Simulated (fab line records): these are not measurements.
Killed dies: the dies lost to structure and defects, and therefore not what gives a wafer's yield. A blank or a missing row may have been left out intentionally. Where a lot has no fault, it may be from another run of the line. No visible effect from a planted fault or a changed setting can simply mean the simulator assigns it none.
Chamber matching | flow sky130 | cmp-02 running SKY_VIA2_CMP_24: 4 sister chambers
The step polishes, stops on SiO2, t overpolish 20 s, target thk 0 nm. 4 wafers are shown with their chamber, then 7 later ones without.

## EACH WAFER AND ITS CHAMBER
wafer  | chamber | motor-current-A (A)
L972.2 | 2       | 12.9
L972.3 | 0       | 9.6
L977.1 | 1       | 12.1
L977.3 | 3       | 10.0

## WAFERS MISSING THEIR CHAMBER
wafer  | motor-current-A (A)
L977.6 | 9.8
L978.2 | 9.8
L978.3 | 12.8
L978.6 | 9.0
L980.1 | 9.6
L980.2 | 11.6
L980.5 | 13.1

## WHICH CHAMBER EACH WENT THROUGH
wafer  | from the rows above     | in truth
L977.6 | can't be placed: 3 or 0 | 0
L978.2 | can't be placed: 3 or 0 | 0
L978.3 | can't be placed: 2 or 1 | 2
L978.6 | can't be placed: 0 or 3 | 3
L980.1 | can't be placed: 0 or 3 | 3
L980.2 | 1                       | 1
L980.5 | 2                       | 2
Correct placement for 2 of the 7. Cannot be placed on the basis of these rows: 5; the candidates contain the true chamber in 5. Number placed wrongly: 0.
How it was worked out, from the rows above alone: a wafer's distance from a chamber is the root of the sum, over the readings, of the square of ((its reading less the chamber's mean) divided by the reading's scatter). The wafer belongs to the nearest chamber; if the next one is less than 2 further off, it can't be placed. Each chamber's mean is taken over the wafers shown for it. The scatter: with one shown wafer a chamber, the root of the mean of the squares of how far each hidden wafer lies from its nearest shown one.
